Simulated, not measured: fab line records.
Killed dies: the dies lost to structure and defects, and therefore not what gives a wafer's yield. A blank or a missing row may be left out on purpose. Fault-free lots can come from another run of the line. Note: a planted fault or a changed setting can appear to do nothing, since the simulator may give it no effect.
fab line records + flow sky130
record
- lots=14
- wafers=42
- lastDay=51
route steps=708 shown METAL4@632
lots that met no fault: from a run of the same line without faults
startH: hours from the record's first day to the start of the lot's first wafer shown + waitH: hours since the lot's step before + " as in the row above + L1.1+2: a single row standing in for several wafers + - no value, or no start given + * or withheld: withheld + < > ~ a bound
route shown NAME@n: NAME is a module with steps in the file, n the number in the route of the first one + usual: mean/standard deviation of fault-free wafers + same: alike in all rows + chamber/n: place in a boat + sites: each site's reading + _std_site: standard deviation across them + _edge_site: mean of outer sites minus mean of inner sites + radiusMm: for every site, how far away it sits from the centre of the wafer + mask NAME#n: copy n + behind: the last tool/chamber to shape the wafer + hold: why the lot was held/for how many hours/how that ended + device: names the non-switching transistor (n, p or np) + end of line: tests of these same wafers at the route's end + where a step has no rows: the recipe by itself + killed: dies that structure and defects cost at the first sort, which is not the same as the wafer's yield + map: the dies of a wafer, with x for killed, . for not killed, _ for no die there
set.NAME: the setting that was run; set.NAME@STEP: the one run at that earlier step + model.NAME: the simulator's own value behind a step, which no gauge read
a sample of lots followed through the steps of the route, with each step as a table and each wafer as a row
services: the hour from which a tool's chamber was out of use, counted from the record's first day as startH (under 0 if before that day), plus the number of hours and why
## steps
# step SKY_METAL4_ETCH_16
# recipe
- chemistry=N2/H2
- target=BARC
- ionEnergyEv=200
- biasW=100
- pressureMtorr=30
- n2FlowSccm=100
- h2FlowSccm=200
- icpW=500
- stopOn=SiO2
- timeS=88.2
- targetDepthA=600
# usual
- drypumpMotorCurrentA=5.83/0.23
- oesProductAu=0.626/0.0044
- throttleValvePct=13.204/0.0094
| lot.wafer | tool        | chamber | startH  | waitH | drypumpMotorCurrentA | oesProductAu | rfHoursCounterH | throttleValvePct |
|-----------|-------------|---------|---------|-------|----------------------|--------------|-----------------|------------------|
| L619.2    | rieMetal-04 | 0       | 1007.96 | 0.0   | 5.73                 | 0.626        | 14              | 13.201           |
| L619.5    | "           | 1       | "       | "     | 5.60                 | 0.629        | -               | 13.193           |
| L619.6    | "           | 0       | "       | "     | 5.74                 | 0.628        | -               | 13.198           |
| L621.1    | rieMetal-03 | 0       | 1018.89 | 0.0   | 6.23                 | 0.632        | 9               | 13.207           |
| L621.5    | "           | 1       | "       | "     | 5.66                 | 0.626        | -               | 13.209           |
| L621.6    | "           | 0       | "       | "     | 6.22                 | 0.631        | -               | 13.209           |
| L623.1    | rieMetal-01 | 1       | 1032.26 | 0.0   | 6.05                 | 0.627        | 5               | 13.209           |
| L623.4    | "           | 0       | "       | "     | 5.78                 | 0.627        | -               | 13.211           |
| L623.5    | "           | 0       | "       | "     | 5.79                 | 0.622        | -               | 13.218           |
| L625.1    | rieMetal-04 | 1       | 1037.90 | 0.0   | 5.58                 | 0.629        | 9               | 13.207           |
| L625.3    | "           | 0       | "       | "     | 5.76                 | 0.624        | -               | 13.216           |
| L625.4    | "           | 1       | "       | "     | 5.59                 | 0.630        | -               | 13.199           |
| L626.1    | rieMetal-03 | 1       | 1050.35 | 0.0   | 5.66                 | 0.618        | 20              | 13.210           |
| L626.2    | "           | 0       | "       | "     | 6.22                 | 0.628        | 10              | 13.216           |
| L626.3    | "           | 0       | "       | "     | 6.20                 | 0.632        | -               | 13.202           |
| L628.1    | rieMetal-01 | 0       | 1058.90 | 0.0   | 5.79                 | 0.624        | 20              | 13.199           |
| L628.5    | "           | 0       | "       | "     | 5.79                 | 0.621        | -               | 13.206           |
| L628.6    | "           | 1       | "       | "     | 6.04                 | 0.617        | -               | 13.226           |
| L629.3    | rieMetal-01 | 1       | 1071.59 | 0.0   | 6.05                 | 0.632        | -               | 13.205           |
| L629.4    | "           | 0       | "       | "     | 5.79                 | 0.628        | -               | 13.212           |
| L629.5    | "           | 0       | "       | "     | 5.79                 | 0.620        | -               | 13.192           |
| L632.2    | rieMetal-04 | 0       | 1092.16 | 0.0   | 5.72                 | 0.625        | 20              | 13.190           |
| L632.3    | "           | 0       | "       | "     | 5.73                 | 0.629        | -               | 13.203           |
| L632.5    | "           | 0       | "       | "     | 5.75                 | 0.626        | -               | 13.218           |
| L633.1    | rieMetal-03 | 1       | 1095.94 | 0.0   | 5.63                 | 0.623        | 23              | 13.189           |
| L633.4    | "           | 0       | "       | "     | 6.22                 | 0.625        | -               | 13.210           |
| L633.5    | "           | 0       | "       | "     | 6.24                 | 0.627        | -               | 13.204           |
| L636.1    | rieMetal-01 | 1       | 1108.19 | 0.0   | 6.09                 | 0.624        | 10              | 13.192           |
| L636.5    | "           | 1       | "       | "     | 6.07                 | 0.624        | -               | 13.199           |
| L636.6    | "           | 0       | "       | "     | 5.78                 | 0.626        | -               | 13.218           |
| L639.2    | rieMetal-01 | 1       | 1125.41 | 0.0   | 6.03                 | 0.631        | 11              | 13.218           |
| L639.3    | "           | 1       | "       | "     | 6.05                 | 0.630        | -               | 13.211           |
| L639.6    | "           | 1       | "       | "     | 6.04                 | 0.626        | -               | 13.194           |
| L640.2    | rieMetal-03 | 1       | 1134.06 | 0.0   | 5.63                 | 0.617        | 27              | 13.201           |
| L640.3    | "           | 1       | "       | "     | 5.64                 | 0.629        | -               | 13.215           |
| L640.6    | "           | 0       | "       | "     | 6.23                 | 0.624        | -               | 13.193           |
| L641.4    | rieMetal-03 | 1       | 1135.61 | 0.0   | 5.65                 | 0.626        | -               | 13.202           |
| L641.5    | "           | 0       | "       | "     | 6.20                 | 0.616        | -               | 13.212           |
| L641.6    | "           | 1       | "       | "     | 5.65                 | 0.627        | -               | 13.206           |
| L642.1    | rieMetal-04 | 0       | 1145.25 | 0.0   | 5.76                 | 0.623        | 23              | 13.217           |
| L642.3    | "           | 0       | "       | "     | 5.74                 | 0.623        | -               | 13.204           |
| L642.5    | "           | 0       | "       | "     | 5.74                 | 0.624        | -               | 13.221           |
# step SKY_METAL4_STRIP_19
# recipe
- chemistry=O2/N2
- powerW=1400
- pressureMtorr=1500
- platenTempC=withheld
- o2FlowSccm=3000
- n2FlowSccm=300
- overashFraction=0.5
# usual
- drypumpMotorCurrentA=5.6/0.42
- oesProductAu=0.501/0.0051
- stripTimeToEndpointS=6.51/0.065
| lot.wafer | tool           | chamber | startH  | waitH | drypumpMotorCurrentA | oesProductAu | rfHoursCounterH | stripTimeToEndpointS |
|-----------|----------------|---------|---------|-------|----------------------|--------------|-----------------|----------------------|
| L619.2    | plasmaAsher-01 | 1       | 1008.25 | 0.1   | 5.1                  | 0.501        | 26              | 6.45                 |
| L619.5    | "              | 1       | "       | "     | 5.1                  | 0.498        | -               | 6.43                 |
| L619.6    | "              | 0       | "       | "     | 6.0                  | 0.501        | -               | 6.56                 |
| L621.1    | plasmaAsher-01 | 0       | 1019.19 | 0.1   | 6.0                  | 0.501        | 27              | 6.65                 |
| L621.5    | "              | 0       | "       | "     | 6.0                  | 0.508        | -               | 6.58                 |
| L621.6    | "              | 1       | "       | "     | 5.1                  | 0.501        | -               | 6.57                 |
| L623.1    | plasmaAsher-03 | 1       | 1032.55 | 0.1   | 5.2                  | 0.499        | 63              | 6.46                 |
| L623.4    | "              | 1       | "       | "     | 5.2                  | 0.493        | -               | 6.47                 |
| L623.5    | "              | 1       | "       | "     | 5.2                  | 0.492        | -               | 6.41                 |
| L625.1    | plasmaAsher-01 | 1       | 1038.20 | 0.1   | 5.1                  | 0.492        | 29              | 6.51                 |
| L625.3    | "              | 0       | "       | "     | 6.0                  | 0.499        | -               | 6.56                 |
| L625.4    | "              | 1       | "       | "     | 5.2                  | 0.501        | -               | 6.46                 |
| L626.1    | plasmaAsher-01 | 0       | 1050.65 | 0.1   | 6.0                  | 0.505        | 30              | 6.57                 |
| L626.2    | "              | 1       | "       | "     | 5.1                  | 0.511        | 30              | 6.64                 |
| L626.3    | "              | 0       | "       | "     | 6.0                  | 0.505        | -               | 6.68                 |
| L628.1    | plasmaAsher-02 | 0       | 1059.20 | 0.1   | 5.9                  | 0.499        | 95              | 6.59                 |
| L628.5    | "              | 1       | "       | "     | 6.2                  | 0.499        | -               | 6.44                 |
| L628.6    | "              | 0       | "       | "     | 5.9                  | 0.500        | -               | 6.53                 |
| L629.3    | plasmaAsher-01 | 1       | 1071.89 | 0.1   | 5.1                  | 0.495        | -               | 6.54                 |
| L629.4    | "              | 0       | "       | "     | 6.0                  | 0.501        | -               | 6.53                 |
| L629.5    | "              | 0       | "       | "     | 6.0                  | 0.502        | -               | 6.50                 |
| L632.2    | plasmaAsher-03 | 0       | 1092.45 | 0.1   | 5.4                  | 0.505        | 69              | 6.52                 |
| L632.3    | "              | 0       | "       | "     | 5.4                  | 0.505        | -               | 6.55                 |
| L632.5    | "              | 0       | "       | "     | 5.4                  | 0.505        | -               | 6.52                 |
| L633.1    | plasmaAsher-02 | 0       | 1096.24 | 0.1   | 6.0                  | 0.497        | 99              | 6.60                 |
| L633.4    | "              | 1       | "       | "     | 6.1                  | 0.498        | -               | 6.57                 |
| L633.5    | "              | 1       | "       | "     | 6.1                  | 0.498        | -               | 6.55                 |
| L636.1    | plasmaAsher-01 | 1       | 1108.49 | 0.1   | 5.1                  | 0.509        | 35              | 6.73                 |
| L636.5    | "              | 1       | "       | "     | 5.2                  | 0.506        | -               | 6.54                 |
| L636.6    | "              | 0       | "       | "     | 6.0                  | 0.509        | -               | 6.64                 |
| L639.2    | plasmaAsher-01 | 1       | 1125.73 | 0.1   | 5.1                  | 0.508        | 37              | 6.56                 |
| L639.3    | "              | 0       | "       | "     | 6.0                  | 0.506        | -               | 6.70                 |
| L639.6    | "              | 1       | "       | "     | 5.1                  | 0.517        | -               | 6.78                 |
| L640.2    | plasmaAsher-02 | 1       | 1134.35 | 0.1   | 6.1                  | 0.502        | 102             | 6.55                 |
| L640.3    | "              | 1       | "       | "     | 6.1                  | 0.493        | -               | 6.51                 |
| L640.6    | "              | 0       | "       | "     | 5.9                  | 0.498        | -               | 6.52                 |
| L641.4    | plasmaAsher-01 | 1       | 1135.97 | 0.1   | 5.1                  | 0.503        | -               | 6.50                 |
| L641.5    | "              | 1       | "       | "     | 5.1                  | 0.494        | -               | 6.44                 |
| L641.6    | "              | 0       | "       | "     | 6.0                  | 0.512        | -               | 6.57                 |
| L642.1    | plasmaAsher-01 | 1       | 1145.55 | 0.1   | 5.1                  | 0.491        | 39              | 6.45                 |
| L642.3    | "              | 1       | "       | "     | 5.1                  | 0.499        | -               | 6.39                 |
| L642.5    | "              | 0       | "       | "     | 6.0                  | 0.497        | -               | 6.45                 |
## services
| tool           | chamber | startH  | hours | kind   |
|----------------|---------|---------|-------|--------|
| rieMetal-04    | 0       | 985.94  | 1.2   | repair |
| plasmaAsher-01 | -       | 1090.32 | 3.4   | repair |
## key
firstSign
- step=SKY_METAL4_STRIP_19
- reading=stripTimeToEndpointS
- direction=up
- sigmas=3.1
- usual=*
- struck=*
effect none on later readings
metAt SKY_METAL4_ETCH_16
struckLots L636,L639
struckWafers L636.1,L636.6,L639.3,L639.6
onsetBetween 1071.59 1108.19
fault
- kind=processParameterDrift
- tool=rieMetal-01
- chamber=-
- onsetH=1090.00
- steps=SKY_METAL4_ETCH_16
- channel=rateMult
- offset=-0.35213
- shape=step
- endH=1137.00
- scope=struckWafersOnly
